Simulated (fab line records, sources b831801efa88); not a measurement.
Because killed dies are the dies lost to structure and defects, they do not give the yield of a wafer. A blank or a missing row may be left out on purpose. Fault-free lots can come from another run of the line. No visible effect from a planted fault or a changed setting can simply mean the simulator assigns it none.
Which tool did it? -- flow sky130 -- 12 lots, 33 wafers sampled, at 2 steps of a route of 708

WHAT THE GAUGES READ, wafer by wafer
SKY_CAP2M_THK_MEAS_04: measures by xrf.
lot,measured,on,CAP2M_TIN_THK (nm)
L798,day 39 18:36,film-metro-03,202.5 202.3 202.3
L801,day 40 15:38,film-metro-04,205.5 204.1 204.1
L802,day 41 00:08,film-metro-01,205.8 204.6 205.7
L804,day 41 16:42,film-metro-04,202.0 203.7 201.5
L805,day 41 23:08,film-metro-04,198.6 201.2 200.4
L809,day 42 20:54,film-metro-01,201.9 202.0 200.5
L810,day 43 10:40,film-metro-03,201.3 201.2 203.1
L811,day 43 21:56,film-metro-04,201.6 202.2 201.3
L812,day 44 04:17,film-metro-03,201.5 201.0 202.0
L816,day 45 02:46,film-metro-03,205.3 205.6
L817,day 45 05:22,film-metro-01,203.9 201.2
L818,day 45 11:19,film-metro-01,202.6 199.2

EACH LOT AND THE TOOL THAT RAN IT (in order: tool; ch and the chambers of the sampled wafers; start)
lot,SKY_METAL3_DESCUM_15
L798,"rie-metal-01 ch 0,1, day 38 14:12"
L801,"rie-metal-03 ch 0,1, day 39 10:59"
L802,"rie-metal-03 ch 0, day 39 20:50"
L804,"rie-metal-01 ch 0,1, day 40 13:19"
L805,"rie-metal-04 ch 0,1, day 40 19:54"
L809,"rie-metal-04 ch 0,1, day 41 17:48"
L810,"rie-metal-01 ch 0,1, day 42 06:46"
L811,"rie-metal-01 ch 0,1, day 42 19:18"
L812,"rie-metal-01 ch 0,1, day 43 01:20"
L816,"rie-metal-01 ch 0,1, day 44 00:46"
L817,"rie-metal-04 ch 0, day 44 04:01"
L818,"rie-metal-01 ch 0,1, day 44 10:27"
- SKY_METAL3_DESCUM_15: chemistry O2, time 8 s.

WHAT THE TOOLS THEMSELVES READ (means of the sampled wafers that have a number; where no wafer has one, the mark that the record gives instead)
SKY_METAL3_DESCUM_15.
lot,tool,drypump-motor-current-A (A),oes-product-au (a.u.)
L798,rie-metal-01,5.67,0.995
L801,rie-metal-03,5.81,0.997
L802,rie-metal-03,5.83,1.001
L804,rie-metal-01,5.79,0.989
L805,rie-metal-04,5.70,1.002
L809,rie-metal-04,5.71,1.002
L810,rie-metal-01,5.78,1.000
L811,rie-metal-01,5.77,0.996
L812,rie-metal-01,5.79,1.003
L816,rie-metal-01,5.73,0.992
L817,rie-metal-04,5.96,1.010
L818,rie-metal-01,5.72,0.989

THE ANSWER, worked out from the rows above alone
Rule: the lots themselves supply what counts as usual. Put in order of their means at a reading, lots are off if they are a third of the lots or fewer, leave a main group of 4 or more, and stand apart from it by a gap of 3 or more times the standard deviation of the main group's means; of several such gaps the widest counts. If all means in a main group match to the digits the tables above print for the reading, that group is not used. A lot without any number at a reading at which 4 lots or more have one is off too. Where the step has rows for the other lots, those lots are counted as sound. Order of review: gauges by route order, followed by the tools' own readings, for which a lot's mean as printed above is used. At the first step where some lot is off, the reading lying furthest off is the one used; lots without a number count as furthest.
Across all readings shown, no lot is off: no conclusion can be drawn from this.

WHAT THE SIMULATOR PUT IN
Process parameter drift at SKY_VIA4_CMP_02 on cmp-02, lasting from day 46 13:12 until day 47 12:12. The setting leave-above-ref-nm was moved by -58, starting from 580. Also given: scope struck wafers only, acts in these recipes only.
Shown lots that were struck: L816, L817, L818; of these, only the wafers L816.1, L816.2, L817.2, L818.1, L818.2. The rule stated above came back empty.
